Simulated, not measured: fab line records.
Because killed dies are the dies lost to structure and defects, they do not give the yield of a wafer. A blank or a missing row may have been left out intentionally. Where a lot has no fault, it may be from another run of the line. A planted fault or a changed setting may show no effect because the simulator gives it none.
fab line records -- flow sky130
[record] lots = 6, wafers = 18, lastDay = 49
route steps=708 shown METAL4@602 CAP2M@603 PAD_OPEN@708
lots that met no fault: from a run of the same line without faults
startH: start of the lot's first displayed wafer, in hours after the record's first day -- waitH: hours from the lot's prior step to this one -- " identical to the entry in the row above -- L1.1+2: a row that stands for several wafers -- - no value, or no start given -- * or withheld: withheld -- < > ~ a bound
route shown NAME@n: NAME is a module with steps in the file, n the number in the route of the first one -- usual: the fault-free wafers' mean and standard deviation -- same: alike in all rows -- chamber/n: place in a boat -- sites: each site's reading -- _std_site: the values' standard deviation -- _edge_site: mean of outer sites minus mean of inner sites -- radiusMm: how far each site lies from the wafer's centre -- mask NAME#n: copy n -- behind: the last tool/chamber to shape the wafer -- hold: why the lot was held/for how many hours/how that ended -- device: whichever transistor did not switch (one of n, p or np) -- end of line: at the end of the route, the tests of the same wafers -- for a step that has no rows: nothing shown but its recipe -- killed: count of dies lost to structure and defects at first sort (not the wafer's yield) -- map: a wafer's dies, x killed, . not, _ none there
set.NAME: the setting that was run; set.NAME@STEP: the one run at that earlier step -- model.NAME: the simulator's own value behind a step, which no gauge read
lots seen at some steps along the route; tables by step, rows by wafer
services: the hour from which a tool's chamber was out of use, counted from the record's first day as startH (under 0 if before that day), plus the number of hours and why
[[steps]]
[step SKY_METAL4_SPUTTER_04]
[recipe] material = TiN, targetThkNm = 70, powerW = 6500, timeS = 58.3, chamberPressurePa = 0.4
[usual] throttleValvePct = 30.0/1.3
lot.wafer,tool,chamber,startH,waitH,throttleValvePct
L618.3,pvdSputter-01,-,929.33,0.0,29.6
L618.4,pvdSputter-01,-,929.33,0.0,33.0
L618.6,pvdSputter-01,-,929.33,0.0,29.8
L619.3,pvdSputter-02,-,942.04,0.0,29.4
L619.5,pvdSputter-02,-,942.04,0.0,30.1
L619.6,pvdSputter-02,-,942.04,0.0,29.5
L627.2,pvdSputter-03,-,993.82,0.0,29.5
L627.3,pvdSputter-03,-,993.82,0.0,28.1
L627.4,pvdSputter-03,-,993.82,0.0,29.7
L628.2,pvdSputter-01,-,994.68,0.0,28.7
L628.4,pvdSputter-01,-,994.68,0.0,29.9
L628.6,pvdSputter-01,-,994.68,0.0,28.5
L631.3,pvdSputter-02,-,1021.62,0.0,29.6
L631.4,pvdSputter-02,-,1021.62,0.0,29.1
L631.6,pvdSputter-02,-,1021.62,0.0,29.2
L635.1,pvdSputter-02,-,1061.79,0.0,31.2
L635.4,pvdSputter-02,-,1061.79,0.0,29.5
L635.5,pvdSputter-02,-,1061.79,0.0,29.4
[step SKY_CAP2M_CVD_00]
[recipe] material = SiO2, targetThkNm = 15.5, tempC = 400, timeS = withheld, rfW = 450
[usual] heaterPowerW = 698/140, susceptorTempC = 399.98/0.25
lot.wafer,tool,chamber,startH,waitH,heaterPowerW,susceptorTempC
L618.3,pecvd-02,0,929.38,0.0,931,400.05
L618.4,pecvd-02,0,929.38,0.0,912,400.27
L618.6,pecvd-02,1,929.38,0.0,554,400.16
L619.3,pecvd-03,0,942.09,0.0,641,400.10
L619.5,pecvd-03,0,942.09,0.0,661,400.20
L619.6,pecvd-03,2,942.09,0.0,577,399.92
L627.2,pecvd-02,2,993.87,0.0,708,399.73
L627.3,pecvd-02,0,993.87,0.0,839,400.17
L627.4,pecvd-02,1,993.87,0.0,512,399.56
L628.2,pecvd-01,0,994.73,0.0,613,400.11
L628.4,pecvd-01,2,994.73,0.0,702,400.15
L628.6,pecvd-01,0,994.73,0.0,632,400.12
L631.3,pecvd-03,1,1021.67,0.0,905,400.01
L631.4,pecvd-03,2,1021.67,0.0,610,400.16
L631.6,pecvd-03,0,1021.67,0.0,602,399.48
L635.1,pecvd-02,1,1061.84,0.0,573,400.08
L635.4,pecvd-02,2,1061.84,0.0,805,399.82
L635.5,pecvd-02,0,1061.84,0.0,939,400.31
[step SKY_CAP2M_THK_MEAS_01]
[recipe] reads = SiO2_of_CAP2M_CVD_00
[usual] CAP2M_CVD_00_THK = 15.60/0.2
lot.wafer,tool,chamber,startH,waitH,CAP2M_CVD_00_THK[nm]
L618.3,filmMetro-03,-,929.42,-,15.48
L618.4,filmMetro-03,-,929.42,-,15.72
L618.6,filmMetro-03,-,929.42,-,15.65
L619.3,filmMetro-02,-,942.13,-,15.50
L619.5,filmMetro-02,-,942.13,-,15.62
L619.6,filmMetro-02,-,942.13,-,15.51
L627.2,filmMetro-02,-,993.90,-,15.45
L627.3,filmMetro-02,-,993.90,-,15.35
L627.4,filmMetro-02,-,993.90,-,15.58
L628.2,filmMetro-04,-,994.76,-,15.54
L628.4,filmMetro-04,-,994.76,-,15.85
L628.6,filmMetro-04,-,994.76,-,15.77
L631.3,filmMetro-03,-,1021.71,-,15.52
L631.4,filmMetro-03,-,1021.71,-,15.49
L631.6,filmMetro-03,-,1021.71,-,15.85
L635.1,filmMetro-04,-,1061.86,-,15.57
L635.4,filmMetro-04,-,1061.86,-,15.52
L635.5,filmMetro-04,-,1061.86,-,15.81
[step SKY_CAP2M_SPUTTER_02]
[recipe] material = TiN, targetThkNm = 200, tempC = 300, powerW = 6500, timeS = 166.7, chamberPressurePa = 0.4
[usual] substrateTempC = 300.01/0.18, susceptorTempC = 300.01/0.2, throttleValvePct = 29.7/1.3
lot.wafer,tool,chamber,startH,waitH,substrateTempC,susceptorTempC,throttleValvePct
L618.3,pvdSputter-03,-,929.46,0.0,300.19,299.93,28.0
L618.4,pvdSputter-03,-,929.46,0.0,299.75,300.12,31.8
L618.6,pvdSputter-03,-,929.46,0.0,300.32,300.11,28.1
L619.3,pvdSputter-03,-,942.17,0.0,299.94,300.29,28.1
L619.5,pvdSputter-03,-,942.17,0.0,300.09,299.90,29.6
L619.6,pvdSputter-03,-,942.17,0.0,299.98,300.04,29.5
L627.2,pvdSputter-01,-,993.95,0.0,299.92,300.27,29.6
L627.3,pvdSputter-01,-,993.95,0.0,299.94,299.93,28.6
L627.4,pvdSputter-01,-,993.95,0.0,300.24,299.95,33.5
L628.2,pvdSputter-03,-,994.81,0.0,300.03,300.12,29.5
L628.4,pvdSputter-03,-,994.81,0.0,299.85,299.93,29.3
L628.6,pvdSputter-03,-,994.81,0.0,300.19,300.36,29.9
L631.3,pvdSputter-01,-,1021.75,0.0,299.87,299.82,28.9
L631.4,pvdSputter-01,-,1021.75,0.0,300.39,300.11,33.2
L631.6,pvdSputter-01,-,1021.75,0.0,300.22,299.98,29.8
L635.1,pvdSputter-03,-,1061.92,0.1,300.06,299.56,28.2
L635.4,pvdSputter-03,-,1061.92,0.1,299.84,300.02,29.8
L635.5,pvdSputter-03,-,1061.92,0.1,300.38,300.25,29.7
[step SKY_CAP2M_RS_MEAS_03]
[recipe] thkMeasGauge = four-point-probe, reads = TiN_of_CAP2M_SPUTTER_02
[usual] CAP2M_TIN_RS = 6.92/0.12
lot.wafer,tool,chamber,startH,waitH,CAP2M_TIN_RS[ohm/sq]
L618.3,filmMetro-04,-,929.61,0.1,6.87
L618.4,filmMetro-04,-,929.61,0.1,6.97
L618.6,filmMetro-04,-,929.61,0.1,6.83
L619.3,filmMetro-03,-,942.32,0.1,6.79
L619.5,filmMetro-03,-,942.32,0.1,6.82
L619.6,filmMetro-03,-,942.32,0.1,6.84
L627.2,filmMetro-04,-,994.08,0.1,6.79
L627.3,filmMetro-04,-,994.08,0.1,7.02
L627.4,filmMetro-04,-,994.08,0.1,6.98
L628.2,filmMetro-03,-,994.94,0.1,6.91
L628.4,filmMetro-03,-,994.94,0.1,6.86
L628.6,filmMetro-03,-,994.94,0.1,6.96
L631.3,filmMetro-04,-,1021.90,0.1,6.83
L631.4,filmMetro-04,-,1021.90,0.1,6.91
L631.6,filmMetro-04,-,1021.90,0.1,6.72
L635.1,filmMetro-02,-,1062.03,0.1,6.94
L635.4,filmMetro-02,-,1062.03,0.1,7.07
L635.5,filmMetro-02,-,1062.03,0.1,7.07
[step SKY_CAP2M_THK_MEAS_04]
[recipe] thkMeasGauge = xrf, reads = TiN_of_CAP2M_SPUTTER_02
[usual] CAP2M_TIN_THK = 200/3.2
lot.wafer,tool,chamber,startH,waitH,CAP2M_TIN_THK[nm]
L618.3,filmMetro-04,-,929.71,0.1,201
L618.4,filmMetro-04,-,929.71,0.1,198
L618.6,filmMetro-04,-,929.71,0.1,202
L619.3,filmMetro-03,-,942.42,0.1,203
L619.5,filmMetro-03,-,942.42,0.1,201
L619.6,filmMetro-03,-,942.42,0.1,201
L627.2,filmMetro-04,-,994.19,0.1,205
L627.3,filmMetro-04,-,994.19,0.1,198
L627.4,filmMetro-04,-,994.19,0.1,200
L628.2,filmMetro-03,-,995.05,0.1,200
L628.4,filmMetro-03,-,995.05,0.1,201
L628.6,filmMetro-03,-,995.05,0.1,200
L631.3,filmMetro-04,-,1022.00,0.1,202
L631.4,filmMetro-04,-,1022.00,0.1,200
L631.6,filmMetro-04,-,1022.00,0.1,206
L635.1,filmMetro-02,-,1062.15,0.1,200
L635.4,filmMetro-02,-,1062.15,0.1,196
L635.5,filmMetro-02,-,1062.15,0.1,196
[step SKY_CAP2M_DEHYDRATE_05]
[recipe] tempC = 200, timeS = 60
[step SKY_CAP2M_HMDS_06]
[recipe] primeTimeS = 60, primeTempC = 120
[step SKY_CAP2M_COAT_07]
[recipe] resist = NOVOLAK, spinRpm = 3000, resistThkNm = 1140
[step SKY_CAP2M_SOFTBAKE_08]
[recipe] tempC = 90, timeS = 60, resist = NOVOLAK
[step SKY_CAP2M_EXPOSE_09]
[recipe] maskId = CAP2M, na = 0.6, sourceShape = conventional, sigmaOuter = 0.6, polarization = unpolarized, targetCdNm = 1000, doseMj = 159
[step SKY_CAP2M_PEB_10]
[recipe] tempC = withheld, timeS = *, resist = NOVOLAK
[step SKY_CAP2M_DEVELOP_11]
[recipe] resist = NOVOLAK, developer = TMAH, developTimeS = 60, devTempC = 23
[usual] developerTempC = 23.00/0.12
lot.wafer,tool,chamber,startH,waitH,developerTempC
L618.3,lithoTrack-04,0,952.95,0.1,22.99
L618.4,lithoTrack-04,0,952.95,0.1,22.95
L618.6,lithoTrack-04,0,952.95,0.1,23.06
L619.3,lithoTrack-04,0,965.85,0.1,23.06
L619.5,lithoTrack-04,0,965.85,0.1,23.00
L619.6,lithoTrack-04,0,965.85,0.1,23.18
L627.2,lithoTrack-04,0,1016.93,0.1,25.22
L627.3,lithoTrack-04,0,1016.93,0.1,25.19
L627.4,lithoTrack-04,0,1016.93,0.1,25.13
L628.2,lithoTrack-04,0,1017.23,0.1,25.32
L628.4,lithoTrack-04,0,1017.23,0.1,25.27
L628.6,lithoTrack-04,0,1017.23,0.1,25.35
L631.3,lithoTrack-03,0,1042.95,0.1,22.99
L631.4,lithoTrack-03,0,1042.95,0.1,23.04
L631.6,lithoTrack-03,0,1042.95,0.1,23.02
L635.1,lithoTrack-01,0,1081.81,0.1,22.96
L635.4,lithoTrack-01,0,1081.81,0.1,23.05
L635.5,lithoTrack-01,0,1081.81,0.1,22.84
[step SKY_CAP2M_OVL_MEAS_12]
[usual] CAP2M_OVL = 0.1/1.3
lot.wafer,tool,chamber,startH,waitH,CAP2M_OVL[nm]
L618.3,overlay-02,-,953.06,0.1,-0.3
L618.4,overlay-02,-,953.06,0.1,-1.7
L618.6,overlay-02,-,953.06,0.1,-0.1
L619.3,overlay-01,-,965.96,0.1,-0.3
L619.5,overlay-01,-,965.96,0.1,0.5
L619.6,overlay-01,-,965.96,0.1,-0.7
L627.2,overlay-02,-,1017.06,0.1,1.3
L627.3,overlay-02,-,1017.06,0.1,0.6
L627.4,overlay-02,-,1017.06,0.1,-0.1
L628.2,overlay-01,-,1017.36,0.1,-0.6
L628.4,overlay-01,-,1017.36,0.1,-0.1
L628.6,overlay-01,-,1017.36,0.1,-0.8
L631.3,overlay-01,-,1043.07,0.1,0.6
L631.4,overlay-01,-,1043.07,0.1,3.4
L631.6,overlay-01,-,1043.07,0.1,0.0
L635.1,overlay-02,-,1081.96,0.1,-0.4
L635.4,overlay-02,-,1081.96,0.1,-3.6
L635.5,overlay-02,-,1081.96,0.1,-2.1
[step SKY_CAP2M_METAL_ETCH_13]
[recipe] targetDepthNm = 220, stopOn = SiO2, chemistry = Cl2/BCl3, target = TiN, pressureMtorr = 10, icpW = 900, biasW = 48.5, Cl2_flow_sccm = 60, bcl3FlowSccm = 30, timeS = 62.9
[usual] drypumpMotorCurrentA = 5.8/0.46, oesProductAu = 0.940/0.011, throttleValvePct = 21.903/0.01
lot.wafer,tool,chamber,startH,waitH,drypumpMotorCurrentA,oesProductAu,rfHoursCounterH,throttleValvePct,model.CAP2M.cdNm
L618.3,rieMetal-01,0,953.14,0.1,6.3,0.942,-,21.901,999.1
L618.4,rieMetal-01,0,953.14,0.1,6.3,0.925,-,21.917,1000
L618.6,rieMetal-01,0,953.14,0.1,6.3,0.948,-,21.904,999.5
L619.3,rieMetal-01,1,966.01,0.0,5.0,0.945,-,21.900,1004
L619.5,rieMetal-01,0,966.01,0.0,6.3,0.954,-,21.881,998.7
L619.6,rieMetal-01,1,966.01,0.0,5.0,0.944,-,21.896,1002
L627.2,rieMetal-02,1,1017.11,0.0,5.7,0.950,-,21.906,1010
L627.3,rieMetal-02,1,1017.11,0.0,5.7,0.934,-,21.909,1008
L627.4,rieMetal-02,1,1017.11,0.0,5.7,0.939,-,21.912,1010
L628.2,rieMetal-03,1,1017.39,0.0,5.9,0.932,22,21.911,1004
L628.4,rieMetal-03,0,1017.39,0.0,6.3,0.936,-,21.895,1004
L628.6,rieMetal-03,1,1017.39,0.0,5.9,0.939,-,21.909,1005
L631.3,rieMetal-03,0,1043.12,0.0,6.4,0.950,-,21.901,998.3
L631.4,rieMetal-03,1,1043.12,0.0,5.8,0.943,-,21.902,997
L631.6,rieMetal-03,1,1043.12,0.0,5.8,0.955,-,21.883,997.1
L635.1,rieMetal-02,1,1082.00,0.0,5.7,0.936,17,21.898,999.1
L635.4,rieMetal-02,1,1082.00,0.0,5.7,0.933,-,21.924,1001
L635.5,rieMetal-02,1,1082.00,0.0,5.7,0.928,-,21.905,1000
[step SKY_CAP2M_STRIP_14]
[recipe] chemistry = O2/N2, powerW = 1400, pressureMtorr = 1500, platenTempC = withheld, o2FlowSccm = 3000, n2FlowSccm = 300, overashFraction = 0.5
[usual] drypumpMotorCurrentA = 5.4/0.34, oesProductAu = 0.710/0.0048, stripTimeToEndpointS = 12.66/0.057
[same] overashFraction = 0.5
lot.wafer,tool,chamber,startH,waitH,drypumpMotorCurrentA,oesProductAu,rfHoursCounterH,stripTimeToEndpointS
L618.3,plasmaAsher-03,1,953.28,0.1,5.9,0.705,-,12.62
L618.4,plasmaAsher-03,0,953.28,0.1,4.8,0.718,-,12.62
L618.6,plasmaAsher-03,1,953.28,0.1,5.9,0.708,-,12.62
L619.3,plasmaAsher-01,0,966.10,0.1,5.2,0.711,-,12.69
L619.5,plasmaAsher-01,0,966.10,0.1,5.2,0.713,-,12.66
L619.6,plasmaAsher-01,1,966.10,0.1,5.4,0.719,-,12.70
L627.2,plasmaAsher-02,1,1017.24,0.1,5.5,0.713,120,12.61
L627.3,plasmaAsher-02,0,1017.24,0.1,5.8,0.700,-,12.57
L627.4,plasmaAsher-02,1,1017.24,0.1,5.6,0.710,-,12.60
L628.2,plasmaAsher-01,0,1017.47,0.1,5.2,0.721,56,12.70
L628.4,plasmaAsher-01,1,1017.47,0.1,5.3,0.708,-,12.63
L628.6,plasmaAsher-01,0,1017.47,0.1,5.2,0.711,-,12.72
L631.3,plasmaAsher-03,1,1043.20,0.1,5.9,0.711,-,12.72
L631.4,plasmaAsher-03,0,1043.20,0.1,4.9,0.704,-,12.72
L631.6,plasmaAsher-03,0,1043.20,0.1,4.8,0.712,-,12.69
L635.1,plasmaAsher-01,1,1082.15,0.1,5.3,0.718,62,12.71
L635.4,plasmaAsher-01,0,1082.15,0.1,5.2,0.705,-,12.73
L635.5,plasmaAsher-01,0,1082.15,0.1,5.3,0.702,-,12.77
[step SKY_PAD_OPEN_PROBE_99]
[usual] defectLimitedYield = 82.8/1.9, killed_at_M0_to_M3 = 42/6.3, killed_at_M4_up = 3.2/1.9, killedAtContacts = 24/5.8, killedAtFrontEnd = 15/4.3, killedAtOther = 0.2/0.62, killedDies = 85/9.3, killedOnRim = 16/3.3, killedOpen = 46/6.8, killedShort = 38/6.1, sort_bin_3_pad_short = 0.8/0.43, sort_bin_5_function = 10.2/1.5, sort_bin_6_memory = 6.2/1.1, sortNPass = 407/9.3, sortYieldPct = 82.8/1.9
[same] grossDies = 492, killedAtBackSide = 0, sort_bin_4_leakage[%] = 0, sort_bin_8_speed[%] = 0
lot.wafer,tool,chamber,startH,waitH,defectLimitedYield[%],killed_at_M0_to_M3,killed_at_M4_up,killedAtContacts,killedAtFrontEnd,killedAtOther,killedDies,killedOnRim,killedOpen,killedShort,sort_bin_3_pad_short[%],sort_bin_5_function[%],sort_bin_6_memory[%],sortNPass,sortYieldPct[%]
L619.3,prober-02,-,1081.65,0.2,83.1,36,1,33,13,0,83,15,44,39,0.4,11.6,4.9,409,83.1
L619.5,prober-02,-,1081.75,0.2,80.1,50,3,29,16,0,98,24,52,46,0.8,12.0,7.1,394,80.1
L619.6,prober-02,-,1081.80,0.2,81.3,44,3,35,10,0,92,23,56,36,0.4,10.8,7.5,400,81.3
L627.3,prober-02,-,1127.34,0.2,83.9,38,5,22,14,0,79,14,39,40,1.2,9.8,5.1,413,83.9
L628.2,prober-01,-,1127.99,0.1,84.1,35,6,18,19,0,78,15,38,39,0.6,8.5,6.7,414,84.1
L628.4,prober-01,-,1128.09,0.2,83.5,37,3,18,23,0,81,12,42,38,1.6,8.9,5.9,411,83.5
L628.6,prober-01,-,1128.19,0.2,82.7,39,1,23,22,0,85,16,42,43,0.2,11.4,5.7,407,82.7
L631.3,prober-02,-,1148.64,0.2,85.6,39,4,14,13,1,71,9,38,32,0.6,9.6,4.3,421,85.6
L631.4,prober-02,-,1148.69,0.2,84.3,51,1,17,8,0,77,12,41,36,0.8,10.6,4.3,415,84.3
L631.6,prober-02,-,1148.79,0.2,85.8,33,2,21,14,0,70,18,42,28,0.8,8.3,5.1,422,85.8
L635.1,prober-01,-,1179.69,0.1,84.3,36,3,24,14,0,77,15,42,35,0.8,8.1,6.7,415,84.3
L635.4,prober-01,-,1179.84,0.2,80.7,47,5,23,20,0,95,15,43,52,2.2,10.8,6.3,397,80.7
L635.5,prober-01,-,1179.89,0.2,83.7,43,3,24,10,0,80,14,47,33,0.2,8.7,7.3,412,83.7
// killed by level:class
L619.3 CONTACT:geometricParticle:open=11 VIA1:geometricParticle:open=10 CONTACT:geometricParticle:short=7 LI_CONTACT:geometricParticle:open=6 LI_CONTACT:geometricParticle:short=5 METAL1:geometricParticle:short=5 METAL2:geometricParticle:short=5 VIA3:geometricParticle:short=4
L619.5 VIA1:geometricParticle:open=11 CONTACT:geometricParticle:open=8 VIA3:geometricParticle:open=8 VIA2:geometricParticle:open=8 FIELD_ISO:geometricParticle:short=7 LI_CONTACT:geometricParticle:open=7 CONTACT:geometricParticle:short=7 LOCAL_INTERCONNECT:geometricParticle:short=6
L619.6 CONTACT:geometricParticle:open=14 LI_CONTACT:geometricParticle:open=12 VIA3:geometricParticle:open=8 VIA1:geometricParticle:open=8 METAL1:geometricParticle:short=6 VIA1:geometricParticle:short=6 VIA2:geometricParticle:open=5 FIELD_ISO:geometricParticle:short=4
L627.3 VIA1:geometricParticle:open=15 CONTACT:geometricParticle:open=7 FIELD_ISO:geometricParticle:short=6 CONTACT:geometricParticle:short=6 VIA2:geometricParticle:open=5 FIELD_ISO:geometricParticle:open=4 METAL1:geometricParticle:short=4 LOCAL_INTERCONNECT:geometricParticle:short=4
L628.2 VIA1:geometricParticle:open=8 METAL1:geometricParticle:short=7 CONTACT:geometricParticle:open=6 SPACER:geometricParticle:open=5 METAL2:geometricParticle:short=5 LI_CONTACT:geometricParticle:short=5 FIELD_ISO:geometricParticle:short=4 SPACER:geometricParticle:short=4
L628.4 FIELD_ISO:geometricParticle:short=9 VIA2:geometricParticle:open=9 LI_CONTACT:geometricParticle:open=7 METAL2:geometricParticle:short=7 POLY_GATE:geometricParticle:open=6 VIA3:geometricParticle:open=6 VIA1:geometricParticle:open=6 VIA1:geometricParticle:short=4
L628.6 CONTACT:geometricParticle:open=9 VIA2:geometricParticle:short=8 FIELD_ISO:geometricParticle:short=7 VIA2:geometricParticle:open=7 LOCAL_INTERCONNECT:geometricParticle:short=5 LI_CONTACT:geometricParticle:open=4 FIELD_ISO:geometricParticle:open=4 VIA3:geometricParticle:open=4
L631.3 VIA1:geometricParticle:open=12 CONTACT:geometricParticle:open=6 VIA2:geometricParticle:open=6 LI_CONTACT:geometricParticle:open=5 POLY_GATE:geometricParticle:short=4 VIA1:geometricParticle:short=4 VIA3:geometricParticle:short=4 VIA3:geometricParticle:open=4
L631.4 VIA3:geometricParticle:open=11 METAL2:geometricParticle:short=10 VIA1:geometricParticle:open=8 LI_CONTACT:geometricParticle:open=7 CONTACT:geometricParticle:open=5 VIA2:geometricParticle:short=5 POLY_GATE:geometricParticle:open=4 METAL1:geometricParticle:short=4
L631.6 LI_CONTACT:geometricParticle:open=10 VIA2:geometricParticle:open=6 METAL3:geometricParticle:short=6 METAL1:geometricParticle:short=5 CONTACT:geometricParticle:open=5 VIA1:geometricParticle:open=5 FIELD_ISO:geometricParticle:open=4 POLY_GATE:geometricParticle:open=4
L635.1 CONTACT:geometricParticle:open=17 METAL2:geometricParticle:short=8 FIELD_ISO:geometricParticle:open=4 POLY_GATE:geometricParticle:open=4 VIA1:geometricParticle:open=4 METAL1:geometricParticle:short=4 VIA2:geometricParticle:open=4 METAL3:geometricParticle:short=4
L635.4 CONTACT:geometricParticle:open=10 FIELD_ISO:geometricParticle:short=9 VIA3:geometricParticle:short=9 VIA2:geometricParticle:open=8 VIA1:geometricParticle:open=7 VIA3:geometricParticle:open=6 LI_CONTACT:geometricParticle:open=4 LOCAL_INTERCONNECT:geometricParticle:short=4
L635.5 VIA1:geometricParticle:open=11 CONTACT:geometricParticle:open=10 VIA2:geometricParticle:open=10 METAL1:geometricParticle:short=6 VIA1:geometricParticle:short=6 POLY_GATE:geometricParticle:open=5 LI_CONTACT:geometricParticle:open=4 LOCAL_INTERCONNECT:geometricParticle:short=4
[[services]]
tool,chamber,startH,hours,kind
pvdSputter-01,2,970.63,-,consumableReplace:kit
pvdSputter-01,2,970.63,18.0,scheduledDown
pvdSputter-01,2,970.63,18.0,ventCycle
pecvd-03,2,971.78,2.1,scheduledDown
pvdSputter-03,2,980.67,-,consumableReplace:kit
pvdSputter-03,2,980.67,18.0,scheduledDown
pvdSputter-03,2,980.67,18.0,ventCycle
rieMetal-01,0,982.90,-,clean
rieMetal-01,0,982.90,26.1,scheduledDown
rieMetal-01,0,982.90,26.1,ventCycle
pecvd-03,2,994.49,3.7,repair
rieMetal-02,1,994.78,12.1,repair
rieMetal-01,1,1001.88,12.3,repair
plasmaAsher-02,-,1004.53,6.1,repair
pvdSputter-03,-,1020.89,9.8,repair
plasmaAsher-02,-,1044.82,2.9,repair
rieMetal-03,1,1052.55,9.4,repair
rieMetal-02,-,1054.93,0.3,repair
plasmaAsher-02,-,1055.25,9.0,pm
pvdSputter-02,-,1060.50,0.9,repair
pvdSputter-02,-,1063.43,0.7,repair
pvdSputter-02,1,1070.66,-,consumableReplace:kit
pvdSputter-02,1,1070.66,18.0,scheduledDown
pvdSputter-02,1,1070.66,18.0,ventCycle
[[key]]
[firstSign] step = SKY_CAP2M_DEVELOP_11, reading = developerTempC, direction = up, sigmas = 19, usual = *, struck = *
effect none on later readings
[modelEffect] step = SKY_CAP2M_METAL_ETCH_13, value = CAP2M.cdNm, without = 999.7, struck = 1007
metAt SKY_CAP2M_DEVELOP_11
struckWafers L627.2,L627.3,L627.4,L628.2,L628.4,L628.6
onsetBetween 965.85 1016.93
[fault] kind = processParameterDrift, tool = lithoTrack-04, chamber = -, onsetH = 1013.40, steps = SKY_CAP2M_DEVELOP_11, channel = devTempC, offset = *, shape = step, endH = 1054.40, actsIn = *, stated = *
